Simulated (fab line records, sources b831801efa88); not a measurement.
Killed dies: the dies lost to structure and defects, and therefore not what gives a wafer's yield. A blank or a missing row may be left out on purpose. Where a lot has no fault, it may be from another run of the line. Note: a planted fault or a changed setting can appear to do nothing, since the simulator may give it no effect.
Chamber matching -- flow gf180mcu -- 4 sister chambers for GF_V3_CMP_26 on cmp-01
The step polishes, stops on SiO2, t overpolish 15 s, target thk 0 nm. 8 wafers are shown with their chamber, then 12 later ones without.

== EACH WAFER AND ITS CHAMBER ==
wafer,chamber,time to endpoint s (s),motor current A (A)
L085.5,0,87,12.1
L086.2,3,88,11.5
L088.1,1,85,11.8
L088.4,2,77,11.8
L088.6,2,76,11.1
L089.4,3,85,11.7
L089.5,1,83,11.9
L089.6,0,90,11.8

== WAFERS MISSING THEIR CHAMBER ==
wafer,time to endpoint s (s),motor current A (A)
L090.2,76,12.1
L090.3,84,12.0
L090.4,86,11.4
L095.1,78,11.0
L095.2,87,10.7
L095.6,86,11.9
L096.3,85,11.2
L096.4,89,11.6
L096.5,88,12.1
L097.2,86,12.2
L097.4,79,11.2
L097.6,85,11.8

== THE CHAMBER EACH PASSED THROUGH ==
wafer,from the rows above,in truth
L090.2,2,2
L090.3,can't be placed: 1 or 3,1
L090.4,can't be placed: 3 or 1 or 0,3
L095.1,2,2
L095.2,can't be placed: 3 or 1 or 0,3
L095.6,can't be placed: 3 or 1 or 0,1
L096.3,can't be placed: 3 or 1 or 0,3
L096.4,can't be placed: 0 or 3 or 1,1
L096.5,can't be placed: 0 or 3 or 1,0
L097.2,can't be placed: 1 or 0 or 3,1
L097.4,2,2
L097.6,can't be placed: 1 or 3 or 0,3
Correctly placed: 3 of 12. Unplaceable from these rows: 9, with the true chamber sitting among the candidates in 9. Number placed wrongly: 0.
How it was worked out, from the rows above alone: a wafer's distance from a chamber is the root of the sum, over the readings, of the square of ((its reading less the chamber's mean) divided by the reading's scatter). The wafer belongs to the nearest chamber; if the next one is less than 2 further off, it can't be placed. For every chamber, the mean is computed from those of its wafers that are shown. How the scatter is found: for the shown wafers, subtract from each reading the mean of its chamber, square and add these, divide the total by (wafers less chambers), then take the root.
